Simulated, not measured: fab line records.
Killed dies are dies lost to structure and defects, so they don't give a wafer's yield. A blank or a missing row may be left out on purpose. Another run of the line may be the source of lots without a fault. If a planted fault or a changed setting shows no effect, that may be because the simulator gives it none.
One fault seen from 2 desks	flow sky130	only its own numbers are on each desk; what lay behind them is given at the end

## AT THE TOOL OWNER'S DESK: krf-scanner-01
The tool's own readings at SKY_LOCAL_INTERCONNECT_EXPOSE_08 (exposes mask LI1M, target cd 170 nm): means of the sampled wafers that have a number, for each lot that ran on this tool. The brackets show how far a lot's mean lies from the usual mean; more than 4 standard deviations puts the lot out of limits, marked OUT.
Columns: A = reticle-temp-C at SKY_LOCAL_INTERCONNECT_EXPOSE_08, usual 23.00 C
lot	first seen here	A
L475	day 29 14:38	22.85
L476	day 29 18:51	23.08
L483	day 32 09:02	23.07
L484	day 32 19:54	23.12
L495	day 36 10:56	23.06
Result from this desk: across the 5 lots, nothing is out of limits.

## THE METROLOGY DESK
Lot by lot, what the gauges showed, no matter which tool ran the lot: averages of those sampled wafers that carry a number. The brackets show how far a lot's mean lies from the usual mean; more than 4 standard deviations puts the lot out of limits, marked OUT.
Columns: A = SD_N_OVL at SKY_SD_N_OVL_MEAS_08, usual 0.0 nm; B = LI_CONTACT_OVL at SKY_LI_CONTACT_OVL_MEAS_13, usual -3 nm; C = cd-nm at SKY_LOCAL_INTERCONNECT_CD_MEAS_11, usual 170.0 nm
lot	first seen here	A	B	C
L475	day 27 15:46	0.3	-8	171.7
L476	day 27 20:21	1.1	-5	168.4
L478	day 28 18:13	-1.0	9	173.5
L479	day 29 13:15	1.3	-2	168.4
L483	day 30 14:43	-0.3	-5	165.8
L484	day 31 01:39	1.4	-11	162.7 (-4.3) OUT
L488	day 32 05:49	-0.3	-3	170.3
L490	day 32 18:37	-1.1	-11	170.7
L492	day 33 17:37	-0.9	0	168.6
L493	day 34 13:17	0.9	4	168.7
L495	day 34 17:44	0.4	-11	170.4
L497	day 34 20:55	-0.6	-6	169.9
Finding of this desk: L484 out of limits; the first was L484 at day 33 09:50, on cd-nm at SKY_LOCAL_INTERCONNECT_CD_MEAS_11. L475, L476, L478, L479, L483, L488, L490, L492, L493, L495, L497 stayed within limits.

## PUT TOGETHER
The metrology desk could have raised an alarm at day 33 09:50, on L484.
Nothing out of limits was seen by the tool owner's desk.
On record at the tool owner's desk: L484, within its limits.
The lots listed all ran SKY_LOCAL_INTERCONNECT_EXPOSE_08 on krf-scanner-01.

## WHAT HAD BEEN PUT IN BY THE SIMULATOR
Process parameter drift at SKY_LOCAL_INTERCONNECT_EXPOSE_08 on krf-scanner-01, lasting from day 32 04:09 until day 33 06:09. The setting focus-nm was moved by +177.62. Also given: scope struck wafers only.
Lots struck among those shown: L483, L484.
Hours from the fault's start to each desk's first reading out of limits: the metrology desk, 30.
